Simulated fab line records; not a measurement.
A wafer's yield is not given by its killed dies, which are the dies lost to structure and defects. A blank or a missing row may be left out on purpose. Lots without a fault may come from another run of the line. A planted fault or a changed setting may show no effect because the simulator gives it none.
fab line records	flow sky130
record: lots: 6	wafers: 18	lastDay: 50
route steps=708 shown SD_N@344 SD_P@359 RES_XHIGH@360 PAD_OPEN@708
lots that met no fault: from a run of the same line without faults
startH: the number of hours between the record's first day and the start of the first shown wafer of the lot	waitH: hours from the lot's prior step to this one	" as in the row above	L1.1+2: a row that stands for several wafers	- value missing, or start not given	* or withheld: withheld	< > ~ a bound
route shown NAME@n: NAME is a module with steps in the file, n the number in the route of the first one	usual: the fault-free wafers' mean and standard deviation	same: alike in all rows	chamber/n: place in a boat	sites: each site's reading	_std_site: their standard deviation	_edge_site: outer sites' mean less inner sites'	radiusMm: for every site, how far away it sits from the centre of the wafer	mask NAME#n: copy n	behind: the last tool/chamber to shape the wafer	hold: reason for holding the lot/hours on hold/outcome of the hold	device: the transistor (n, p or np) that didn't switch	end of line: tests run on the same wafers once the route is complete	a step without rows: its recipe alone	killed: the dies lost at the first sort to structure and to defects; this is not the yield of the wafer	map: the dies of a wafer, with x for killed, . for not killed, _ for no die there
set.NAME: setting as actually run; set.NAME@STEP: the setting as run at that earlier step	model.NAME: the simulator's own value behind a step, which no gauge read
certain route steps with their lots: each step a table, each wafer a row
services: a tool's chamber out of use, with start hour (startH, from the record's first day; less than 0 if before it), hours out, and reason
== steps ==
step: SKY_SD_N_COAT_02
recipe: resist: NOVOLAK	spinRpm: 3000	resistThkNm: 1140
step: SKY_SD_N_SOFTBAKE_03
recipe: tempC: 90	timeS: 60	resist: NOVOLAK
step: SKY_SD_N_EXPOSE_04
recipe: maskId: NSDM	na: 0.6	sourceShape: conventional	sigmaOuter: 0.6	polarization: unpolarized	targetCdNm: 380	doseMj: 141
step: SKY_SD_N_PEB_05
recipe: tempC: withheld	timeS: *	resist: NOVOLAK
step: SKY_SD_N_DEVELOP_06
recipe: resist: NOVOLAK	developer: TMAH	developTimeS: 60	devTempC: 23
step: SKY_SD_N_CD_MEAS_07
recipe: targetCdNm: 380
usual: cdNm: 380.5/2.3
lot.wafer	tool	chamber	startH	waitH	cdNm
L233.3	cdSem-02	-	700.99	0.1	380.2
L233.4	"	-	"	"	379.2
L233.6	"	-	"	"	379.6
L237.3	cdSem-02	-	729.43	0.1	380.1
L237.4	"	-	"	"	379.1
L237.6	"	-	"	"	378.8
L240.3	cdSem-01	-	749.59	0.1	377.1
L240.5	"	-	"	"	379.0
L240.6	"	-	"	"	378.1
L246.3	cdSem-01	-	795.09	0.1	384.0
L246.4	"	-	"	"	383.8
L246.6	"	-	"	"	381.6
L249.3	cdSem-02	-	826.54	0.1	381.3
L249.5	"	-	"	"	380.7
L249.6	"	-	"	"	379.0
L250.3	cdSem-02	-	840.68	0.1	379.3
L250.5	"	-	"	"	378.9
L250.6	"	-	"	"	378.0
step: SKY_SD_N_OVL_MEAS_08
usual: SD_N_OVL: 0.1/1.3
lot.wafer	tool	chamber	startH	waitH	SD_N_OVL[nm]
L233.3	overlay-01	-	701.08	0.1	1.1
L233.4	"	-	"	"	1.5
L233.6	"	-	"	"	1.7
L237.3	overlay-01	-	729.53	0.1	0.5
L237.4	"	-	"	"	1.5
L237.6	"	-	"	"	-0.9
L240.3	overlay-02	-	749.68	0.1	0.8
L240.5	"	-	"	"	-0.6
L240.6	"	-	"	"	0.9
L246.3	overlay-02	-	795.18	0.1	2.9
L246.4	"	-	"	"	2.2
L246.6	"	-	"	"	0.8
L249.3	overlay-01	-	826.63	0.1	-0.4
L249.5	"	-	"	"	-0.7
L249.6	"	-	"	"	1.5
L250.3	overlay-02	-	840.78	0.1	-1.9
L250.5	"	-	"	"	-1.5
L250.6	"	-	"	"	-0.2
step: SKY_SD_N_IMPLANT_09
recipe: species: As	energyKev: 50	doseCm2: 4e+15	tiltDeg: 0
step: SKY_SD_N_IMPLANT_10
recipe: species: P	energyKev: 20	doseCm2: 1e+14	tiltDeg: 0
step: SKY_SD_N_STRIP_11
recipe: chemistry: O2/N2	powerW: 1400	pressureMtorr: 1500	platenTempC: withheld	o2FlowSccm: 3000	n2FlowSccm: 300	overashFraction: 0.5
usual: drypumpMotorCurrentA: 6.0/0.53	oesProductAu: 0.527/0.0044	stripTimeToEndpointS: 22.55/0.05
lot.wafer	tool	chamber	startH	waitH	drypumpMotorCurrentA	oesProductAu	stripTimeToEndpointS
L233.3	plasmaAsher-01	0	701.43	0.1	4.9	0.530	22.50
L233.4	"	1	"	"	6.2	0.527	22.45
L233.6	"	1	"	"	6.2	0.532	22.49
L237.3	plasmaAsher-03	1	729.88	0.1	5.7	0.531	22.52
L237.4	"	0	"	"	6.3	0.524	22.54
L237.6	"	1	"	"	5.7	0.530	22.49
L240.3	plasmaAsher-03	1	750.04	0.1	5.7	0.529	22.56
L240.5	"	0	"	"	6.3	0.528	22.51
L240.6	"	1	"	"	5.7	0.520	22.51
L246.3	plasmaAsher-03	1	795.54	0.1	5.7	0.528	22.54
L246.4	"	0	"	"	6.3	0.524	22.48
L246.6	"	0	"	"	6.3	0.526	22.53
L249.3	plasmaAsher-03	0	826.99	0.1	6.3	0.523	22.52
L249.5	"	1	"	"	5.7	0.532	22.54
L249.6	"	0	"	"	6.3	0.531	22.54
L250.3	plasmaAsher-04	0	841.13	0.1	6.6	0.526	22.55
L250.5	"	0	"	"	6.6	0.530	22.55
L250.6	"	1	"	"	5.8	0.535	22.59
step: SKY_SD_N_TW_MEAS_12
usual: SD_N_TW: 3982/54
lot.wafer	tool	chamber	startH	waitH	SD_N_TW
L233.3	filmMetro-01	-	701.52	0.1	3946
L233.4	"	-	"	"	3966
L233.6	"	-	"	"	3987
L237.3	filmMetro-01	-	729.97	0.1	3930
L237.4	"	-	"	"	3909
L237.6	"	-	"	"	3934
L240.3	filmMetro-04	-	750.12	0.1	4010
L240.5	"	-	"	"	3995
L240.6	"	-	"	"	3998
L246.3	filmMetro-01	-	795.62	0.1	3921
L246.4	"	-	"	"	3881
L246.6	"	-	"	"	3910
L249.3	filmMetro-03	-	827.11	0.1	4001
L249.5	"	-	"	"	3993
L249.6	"	-	"	"	3990
L250.3	filmMetro-01	-	841.22	0.1	3903
L250.5	"	-	"	"	3924
L250.6	"	-	"	"	3914
step: SKY_SD_N_CLEAN_13
recipe: chemistry: SC1/SC2	mix: 1:4:20	tempC: 70	timeS: 150	dry: n2Spin
step: SKY_SD_N_RTA_14
recipe: tempC: 1075	timeS: 2	idleTempC: 650	rampUpCPerS: 150	rampDownCPerS: 90	ambient: N2
usual: lampPowerPct: 15.73/0.055	rampUpCPerS: 150.00/0.029	wafer_temp_C_max: 1078.1/1.2
lot.wafer	tool	chamber	startH	waitH	lampPowerPct	rampUpCPerS	wafer_temp_C_max
L233.3	rtpAnneal-02	0	701.63	0.0	15.72	149.99	1077.2
L233.4	"	0	"	"	15.67	150.00	1076.4
L233.6	"	0	"	"	15.63	149.97	1078.1
L237.3	rtpAnneal-01	0	730.09	0.0	15.07	149.98	1077.4
L237.4	"	0	"	"	15.01	150.00	1080.1
L237.6	"	0	"	"	15.15	150.04	1076.7
L240.3	rtpAnneal-01	0	750.24	0.0	15.03	150.07	1079.5
L240.5	"	0	"	"	15.07	150.02	1076.8
L240.6	"	0	"	"	14.98	150.02	1077.6
L246.3	rtpAnneal-02	0	795.73	0.0	15.69	150.02	1075.9
L246.4	"	0	"	"	15.64	150.04	1076.7
L246.6	"	0	"	"	15.73	149.97	1079.7
L249.3	rtpAnneal-01	0	827.22	0.0	15.72	150.03	1077.7
L249.5	"	0	"	"	15.72	150.00	1078.9
L249.6	"	0	"	"	15.75	149.99	1078.5
L250.3	rtpAnneal-01	0	841.33	0.0	15.71	150.04	1078.5
L250.5	"	0	"	"	15.68	150.02	1078.4
L250.6	"	0	"	"	15.77	150.03	1077.9
step: SKY_SD_N_RS_MEAS_16
recipe: thkMeasGauge: four-point-probe
usual: SD_N_RS: 68.58/0.13
lot.wafer	tool	chamber	startH	waitH	SD_N_RS[ohm/sq]
L233.3	filmMetro-03	-	701.82	0.1	68.60
L233.4	"	-	"	"	68.33
L233.6	"	-	"	"	68.55
L237.3	filmMetro-03	-	730.28	0.1	71.98
L237.4	"	-	"	"	71.58
L237.6	"	-	"	"	71.67
L240.3	filmMetro-03	-	750.43	0.1	71.84
L240.5	"	-	"	"	72.04
L240.6	"	-	"	"	72.01
L246.3	filmMetro-04	-	795.93	0.1	68.39
L246.4	"	-	"	"	68.47
L246.6	"	-	"	"	68.33
L249.3	filmMetro-01	-	827.42	0.1	68.81
L249.5	"	-	"	"	68.72
L249.6	"	-	"	"	68.60
L250.3	filmMetro-04	-	841.52	0.1	68.50
L250.5	"	-	"	"	68.44
L250.6	"	-	"	"	68.41
step: SKY_SD_N_RS_MEAS_17
recipe: thkMeasGauge: four-point-probe
usual: SD_P_RS: 147.2/0.42
lot.wafer	tool	chamber	startH	waitH	SD_P_RS[ohm/sq]
L233.3	filmMetro-03	-	701.94	0.1	147.0
L233.4	"	-	"	"	147.3
L233.6	"	-	"	"	147.3
L237.3	filmMetro-03	-	730.40	0.1	165.2
L237.4	"	-	"	"	165.4
L237.6	"	-	"	"	165.4
L240.3	filmMetro-03	-	750.55	0.1	165.9
L240.5	"	-	"	"	165.9
L240.6	"	-	"	"	165.5
L246.3	filmMetro-04	-	796.05	0.1	146.5
L246.4	"	-	"	"	146.6
L246.6	"	-	"	"	146.7
L249.3	filmMetro-01	-	827.54	0.1	147.2
L249.5	"	-	"	"	147.2
L249.6	"	-	"	"	147.2
L250.3	filmMetro-04	-	841.64	0.1	146.8
L250.5	"	-	"	"	146.8
L250.6	"	-	"	"	146.5
step: SKY_SD_N_RS_MEAS_18
recipe: thkMeasGauge: four-point-probe
usual: RES_XHIGH_RS: 333.7/1.2
lot.wafer	tool	chamber	startH	waitH	RES_XHIGH_RS[ohm/sq]
L233.3	filmMetro-03	-	702.06	0.1	334.8
L233.4	"	-	"	"	332.6
L233.6	"	-	"	"	333.3
L237.3	filmMetro-03	-	730.52	0.1	335.6
L237.4	"	-	"	"	335.5
L237.6	"	-	"	"	335.3
L240.3	filmMetro-03	-	750.67	0.1	335.1
L240.5	"	-	"	"	337.6
L240.6	"	-	"	"	335.1
L246.3	filmMetro-04	-	796.17	0.1	332.8
L246.4	"	-	"	"	334.2
L246.6	"	-	"	"	333.8
L249.3	filmMetro-01	-	827.66	0.1	334.4
L249.5	"	-	"	"	333.8
L249.6	"	-	"	"	332.6
L250.3	filmMetro-04	-	841.76	0.1	331.3
L250.5	"	-	"	"	331.8
L250.6	"	-	"	"	331.5
step: SKY_PAD_OPEN_PROBE_99
usual: killed_at_M0_to_M3: 44/7.2	killed_at_M4_up: 3.4/2.1	killedAtContacts: 24/5.5	killedAtFrontEnd: 15/4.6	killedAtOther: 0.4/0.64	killedDies: 86/9.1	killedOpen: 47/7.5	killedShort: 39/5.8
same: grossDies: 492	killedAtBackSide: 0
lot.wafer	tool	chamber	startH	waitH	killed_at_M0_to_M3	killed_at_M4_up	killedAtContacts	killedAtFrontEnd	killedAtOther	killedDies	killedOpen	killedShort	model.etest.resXhighPo.lineOhmUm	model.etest.resXhighPo.rsOhmSq	model.etest.pfet_01v8.rOnOhmUm	model.etest.tipP.rsOhmSq	model.etest.resPdiff.lineOhmUm	model.etest.resHighPo.lineOhmUm	model.etest.pfetG5v0d10v5.rOnOhmUm	model.etest.liconHighPo.rcOhm
L233.3	prober-01	-	1114.82	0.2	30	4	26	18	1	79	46	33	5741	2017	2970	6902	1402	753	4801	347.6
L233.4	prober-01	-	1114.87	0.2	47	6	18	18	0	89	46	43	5700	2033	2981	6873	1414	753.3	4732	355.7
L233.6	prober-01	-	1114.97	0.2	56	1	11	12	0	80	48	32	5640	1966	2970	6904	1403	731.5	4814	352.7
L237.3	prober-01	-	1135.96	0.2	57	6	22	11	1	97	55	42	6889	2386	3142	7028	1520	858.4	4805	458.9
L237.4	prober-01	-	1136.01	0.2	38	2	30	11	0	81	47	34	6553	2295	3121	6998	1540	852.8	4798	433.2
L237.6	prober-01	-	1136.11	0.2	40	3	22	9	0	74	39	35	6828	2343	3094	7051	1539	864.1	4785	434.3
L240.3	prober-01	-	1148.61	0.2	45	4	25	15	1	90	57	31	6836	2392	3199	6998	1581	873.3	4847	455.5
L240.5	prober-01	-	1148.71	0.2	44	2	34	15	2	97	49	48	7516	2643	3184	7005	1566	909.3	4858	477.1
L240.6	prober-01	-	1148.76	0.2	42	1	28	11	2	84	51	31	7055	2480	3149	7018	1575	893	4848	457.4
L246.3	prober-02	-	1181.26	0.2	46	2	26	23	0	97	58	38	5523	1939	2925	6899	1401	736	4764	344.8
L246.4	prober-02	-	1181.31	0.2	46	2	29	12	0	89	48	41	5787	2027	2876	6963	1361	756.8	4748	333.1
L246.6	prober-02	-	1181.41	0.2	34	2	34	22	1	93	41	50	5640	1974	2941	6952	1370	741.9	4821	347.2
L249.3	prober-01	-	1199.61	0.2	44	4	30	20	0	98	51	47	5809	2048	2945	6958	1373	742.4	4816	348.9
L249.5	prober-01	-	1199.71	0.2	41	6	23	21	1	92	41	50	5704	1981	2958	6870	1381	720.7	4866	360.6
L249.6	prober-01	-	1199.76	0.2	36	0	31	18	0	85	47	38	5580	1972	2935	6868	1414	726.3	4821	355.4
L250.3	prober-01	-	1205.57	0.2	61	2	16	17	0	96	51	44	5444	1893	3018	6998	1371	718.5	4830	359.4
L250.5	prober-01	-	1205.67	0.2	48	4	18	21	0	91	62	29	5410	1903	2957	6975	1358	718	4749	339
L250.6	prober-01	-	1205.72	0.2	45	4	39	14	0	102	56	46	5367	1914	2945	6957	1366	725.7	4784	354.4
killed by level:class
L233.3 CONTACT:geometricParticle:open=12 VIA2:geometricParticle:open=8 LOCAL_INTERCONNECT:geometricParticle:short=6 FIELD_ISO:geometricParticle:open=5 POLY_GATE:geometricParticle:open=5 VIA1:geometricParticle:open=5 LI_CONTACT:geometricParticle:open=4 VIA1:geometricParticle:short=4
L233.4 VIA1:geometricParticle:open=13 VIA2:geometricParticle:open=8 CONTACT:geometricParticle:open=7 METAL2:geometricParticle:short=7 CONTACT:geometricParticle:short=6 FIELD_ISO:geometricParticle:short=5 METAL1:geometricParticle:short=5 VIA3:geometricParticle:open=5
L233.6 VIA1:geometricParticle:open=11 VIA2:geometricParticle:open=10 VIA3:geometricParticle:open=8 VIA2:geometricParticle:short=7 METAL1:geometricParticle:short=7 VIA1:geometricParticle:short=5 FIELD_ISO:geometricParticle:open=4 METAL2:geometricParticle:short=4
L237.3 VIA1:geometricParticle:open=11 VIA2:geometricParticle:open=10 LI_CONTACT:geometricParticle:open=8 METAL2:geometricParticle:short=7 CONTACT:geometricParticle:open=7 VIA3:geometricParticle:open=7 METAL4:geometricParticle:short=6 VIA2:geometricParticle:short=6
L237.4 CONTACT:geometricParticle:open=11 VIA1:geometricParticle:open=11 LI_CONTACT:geometricParticle:open=8 METAL2:geometricParticle:short=8 VIA2:geometricParticle:open=5 POLY_GATE:geometricParticle:short=4 LOCAL_INTERCONNECT:geometricParticle:short=4 CONTACT:geometricParticle:short=3
L237.6 CONTACT:geometricParticle:open=10 METAL2:geometricParticle:short=8 VIA3:geometricParticle:short=6 VIA3:geometricParticle:open=6 VIA1:geometricParticle:open=5 VIA2:geometricParticle:open=5 LI_CONTACT:geometricParticle:open=4 CONTACT:geometricParticle:short=4
L240.3 VIA2:geometricParticle:open=10 VIA3:geometricParticle:open=9 LI_CONTACT:geometricParticle:open=8 CONTACT:geometricParticle:open=8 VIA1:geometricParticle:open=6 FIELD_ISO:geometricParticle:open=5 VIA1:geometricParticle:short=5 CONTACT:geometricParticle:short=4
L240.5 CONTACT:geometricParticle:open=13 VIA1:geometricParticle:open=10 METAL1:geometricParticle:short=8 LI_CONTACT:geometricParticle:open=8 VIA3:geometricParticle:open=6 FIELD_ISO:geometricParticle:short=5 LI_CONTACT:geometricParticle:short=4 LOCAL_INTERCONNECT:geometricParticle:short=4
L240.6 VIA1:geometricParticle:open=15 LI_CONTACT:geometricParticle:open=8 VIA2:geometricParticle:open=8 CONTACT:geometricParticle:open=6 LI_CONTACT:geometricParticle:short=5 CONTACT:geometricParticle:short=5 VIA1:geometricParticle:short=5 VIA3:geometricParticle:open=5
L246.3 VIA1:geometricParticle:open=16 CONTACT:geometricParticle:open=10 FIELD_ISO:geometricParticle:open=8 LI_CONTACT:geometricParticle:open=6 LOCAL_INTERCONNECT:geometricParticle:short=6 METAL2:geometricParticle:short=6 VIA3:geometricParticle:open=5 VIA3:geometricParticle:short=5
L246.4 CONTACT:geometricParticle:open=13 METAL1:geometricParticle:short=9 VIA2:geometricParticle:open=8 METAL2:geometricParticle:short=6 LI_CONTACT:geometricParticle:open=5 LOCAL_INTERCONNECT:geometricParticle:short=5 FIELD_ISO:geometricParticle:open=4 METAL3:geometricParticle:short=4
L246.6 CONTACT:geometricParticle:open=10 LI_CONTACT:geometricParticle:open=8 LOCAL_INTERCONNECT:geometricParticle:short=8 METAL1:geometricParticle:short=8 FIELD_ISO:geometricParticle:open=6 VIA1:geometricParticle:short=6 CONTACT:geometricParticle:short=6 FIELD_ISO:geometricParticle:short=5
L249.3 LI_CONTACT:geometricParticle:open=9 VIA1:geometricParticle:open=9 VIA1:geometricParticle:short=9 CONTACT:geometricParticle:open=7 POLY_GATE:geometricParticle:short=6 CONTACT:geometricParticle:short=6 VIA3:geometricParticle:open=6 FIELD_ISO:geometricParticle:short=4
L249.5 VIA1:geometricParticle:open=7 LI_CONTACT:geometricParticle:open=7 VIA2:geometricParticle:open=7 FIELD_ISO:geometricParticle:short=6 LI_CONTACT:geometricParticle:short=5 CONTACT:geometricParticle:short=5 METAL1:geometricParticle:short=5 FIELD_ISO:geometricParticle:open=4
L249.6 LI_CONTACT:geometricParticle:open=10 VIA1:geometricParticle:open=8 CONTACT:geometricParticle:open=7 LI_CONTACT:geometricParticle:short=5 CONTACT:geometricParticle:short=5 VIA3:geometricParticle:open=5 FIELD_ISO:geometricParticle:open=4 FIELD_ISO:geometricParticle:short=4
L250.3 VIA1:geometricParticle:open=16 METAL1:geometricParticle:short=10 CONTACT:geometricParticle:open=7 VIA3:geometricParticle:open=7 VIA2:geometricParticle:open=6 VIA1:geometricParticle:short=5 FIELD_ISO:geometricParticle:open=4 POLY_GATE:geometricParticle:open=4
L250.5 VIA2:geometricParticle:open=12 VIA1:geometricParticle:open=9 FIELD_ISO:geometricParticle:open=8 LI_CONTACT:geometricParticle:open=7 CONTACT:geometricParticle:open=6 VIA3:geometricParticle:open=5 METAL1:geometricParticle:short=5 POLY_GATE:geometricParticle:open=4
L250.6 CONTACT:geometricParticle:open=13 VIA3:geometricParticle:open=9 CONTACT:geometricParticle:short=8 VIA1:geometricParticle:open=8 METAL1:geometricParticle:short=8 VIA2:geometricParticle:open=7 FIELD_ISO:geometricParticle:open=6 LOCAL_INTERCONNECT:geometricParticle:short=6
== services ==
tool	chamber	startH	hours	kind
rtpAnneal-01	-	701.53	4.7	pm
plasmaAsher-01	-	733.22	24.3	repair
plasmaAsher-03	-	733.75	9.0	pm
plasmaAsher-03	0	733.75	9.0	ventCycle
plasmaAsher-03	1	733.75	9.0	ventCycle
plasmaAsher-03	0	742.75	-	clean
plasmaAsher-03	1	742.75	-	clean
plasmaAsher-01	-	803.99	2.8	pm
plasmaAsher-01	-	807.48	2.6	repair
== key ==
firstSign: step: SKY_SD_N_RTA_14	reading: lampPowerPct	direction: down	sigmas: 12	usual: 15.73	struck: 15.05
effect: step: SKY_SD_N_RS_MEAS_16	reading: SD_N_RS	direction: up	sigmas: 25	usual: 68.58	struck: 71.85
effect: step: SKY_SD_N_RS_MEAS_17	reading: SD_P_RS	direction: up	sigmas: 44	usual: 147.2	struck: 165.6
effect: step: SKY_SD_N_RS_MEAS_18	reading: RES_XHIGH_RS	direction: up	sigmas: 1.7	usual: 333.7	struck: 335.7
modelEffect: step: SKY_PAD_OPEN_PROBE_99	value: etest.resXhighPo.lineOhmUm	without: 5646	struck: 6946
metAt SKY_SD_N_RTA_14
struckWafers L237.3,L237.4,L237.6,L240.3,L240.5,L240.6
testerLeftOut L237,L240
fault: kind: processParameterDrift	tool: rtpAnneal-01	chamber: -	onsetH: 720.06	steps: SKY_SD_N_RTA_14	channel: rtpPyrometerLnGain	offset: 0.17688	shape: step	endH: 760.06
testerLeftOut: of these lots the tester's yield and bins aren't shown, on N5 and GAA mostly nor the transistor test; their killed dies are dies lost to structure and defects alone, not to doping, threshold or leakage, so they don't give the yield
